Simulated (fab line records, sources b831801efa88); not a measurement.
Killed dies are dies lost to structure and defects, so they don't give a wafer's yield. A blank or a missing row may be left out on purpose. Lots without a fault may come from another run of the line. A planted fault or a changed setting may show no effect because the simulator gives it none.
Tool commonality check | flow sky130 | 10 lots, 36 wafers sampled

WHY IT WAS OPENED
At SKY_VIA2_RS_MEAS_22 the reading VIA2_W_RS is flagged on 2 of 10 lots. Wafers without a fault read 0.2713 ohm/sq, standard deviation 0.0029.
Rule: a lot is flagged when every wafer of it that has a number lies more than 4 standard deviations from that mean, or none has a number. The other lots count as sound.

lot  | measured     | on            | VIA2_W_RS (ohm/sq), wafer by wafer        | flag
L306 | day 37 03:10 | film_metro-01 | 0.2699 0.2689 0.2731                      |
L308 | day 38 01:17 | film_metro-02 | 0.2683 0.2671 0.2673                      |
L309 | day 38 16:08 | film_metro-03 | 0.2730 0.2642 0.2620                      |
L310 | day 38 20:23 | film_metro-02 | 0.2702 0.2735 0.2725                      |
L313 | day 40 01:55 | film_metro-03 | 0.2715 0.2669 0.2682                      |
L314 | day 40 02:55 | film_metro-02 | 0.2736 0.2752 0.2730                      |
L316 | day 40 09:24 | film_metro-03 | 0.2731 0.2727 0.2728                      |
L317 | day 40 15:57 | film_metro-02 | 0.2545 0.2498 0.2529 0.2549 0.2497 0.2532 | FLAGGED
L320 | day 41 18:49 | film_metro-03 | 0.2537 0.2514 0.2504 0.2539 0.2511 0.2510 | FLAGGED
L326 | day 43 06:35 | film_metro-01 | 0.2703 0.2688 0.2680                      |
The numbers of the flagged lots are 0.2522 ohm/sq on average: -0.0191 ohm/sq against the usual, or -7 standard deviations.

WHICH TOOL RAN EACH LOT
The record holds 2 process steps before the reading, out of a route of 708 steps. In each cell: the tool, then ch and the chambers that the sampled wafers went through, then the start.
lot  | flag    | SKY_METAL2_STRIP_20                  | SKY_VIA2_CVD_21
L306 |         | plasma_asher-03 ch 0,1, day 35 20:30 | cvd_w-02 ch 0,1, day 37 03:01
L308 |         | plasma_asher-04 ch 0,1, day 36 20:07 | cvd_w-02 ch 0,1, day 38 01:10
L309 |         | plasma_asher-01 ch 0,1, day 37 12:09 | cvd_w-01 ch 0,1, day 38 16:00
L310 |         | plasma_asher-01 ch 0,1, day 37 13:25 | cvd_w-02 ch 0,1, day 38 20:16
L313 |         | plasma_asher-01 ch 0,1, day 38 22:49 | cvd_w-02 ch 0,1, day 40 01:47
L314 |         | plasma_asher-01 ch 0,1, day 39 00:13 | cvd_w-02 ch 0,1, day 40 02:47
L316 |         | plasma_asher-04 ch 0,1, day 39 06:57 | cvd_w-01 ch 0,1, day 40 09:15
L317 | FLAGGED | plasma_asher-03 ch 0,1, day 39 12:32 | cvd_w-02 ch 0,1, day 40 15:48
L320 | FLAGGED | plasma_asher-04 ch 0,1, day 40 16:24 | cvd_w-02 ch 0,1, day 41 18:41
L326 |         | plasma_asher-03 ch 0,1, day 42 04:34 | cvd_w-01 ch 0, day 43 06:28
What these steps do:
- SKY_METAL2_STRIP_20: strips in O2/N2.
- SKY_VIA2_CVD_21: deposits W, target thk 420 nm, time 126.4 s.
- SKY_VIA2_RS_MEAS_22: measures by four-point-probe.

FLAGGED OVER TOTAL, TOOL BY TOOL (the gauges that took the reading come last)
step                | tool            | lots run | flagged | share of the flagged lots | sound lots run after its first flagged lot
SKY_METAL2_STRIP_20 | plasma_asher-01 | 4        | 0       | none                      | -
SKY_METAL2_STRIP_20 | plasma_asher-03 | 3        | 1       | some                      | 1 (L326)
SKY_METAL2_STRIP_20 | plasma_asher-04 | 3        | 1       | some                      | 0
SKY_VIA2_CVD_21     | cvd_w-01        | 3        | 0       | none                      | -
SKY_VIA2_CVD_21     | cvd_w-02        | 7        | 2       | all                       | 0
SKY_VIA2_RS_MEAS_22 | film_metro-01   | 2        | 0       | none                      | -
SKY_VIA2_RS_MEAS_22 | film_metro-02   | 4        | 1       | some                      | 0
SKY_VIA2_RS_MEAS_22 | film_metro-03   | 4        | 1       | some                      | 0

WHAT THE TABLE ALLOWS
1 row of the table ran every flagged lot: cvd_w-02 at SKY_VIA2_CVD_21.
- cvd_w-02 at SKY_VIA2_CVD_21: 2 of its 7 lots flagged. Its last sound lot is L314 (day 40 02:47), its first flagged lot L317 (day 40 15:48): a fault that began between those two fits. Its own readings lie more than 4 standard deviations out on every wafer of the flagged lots: chamber_pressure_Torr.
One tool is left: cvd_w-02 at SKY_VIA2_CVD_21.

WHAT THE SIMULATOR HAD PUT IN
Process parameter drift: cvd_w-02, from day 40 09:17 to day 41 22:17, at SKY_VIA2_CVD_21. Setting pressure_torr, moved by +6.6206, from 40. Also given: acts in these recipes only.
Lots struck among those shown: L317, L320. The rule above found the same.
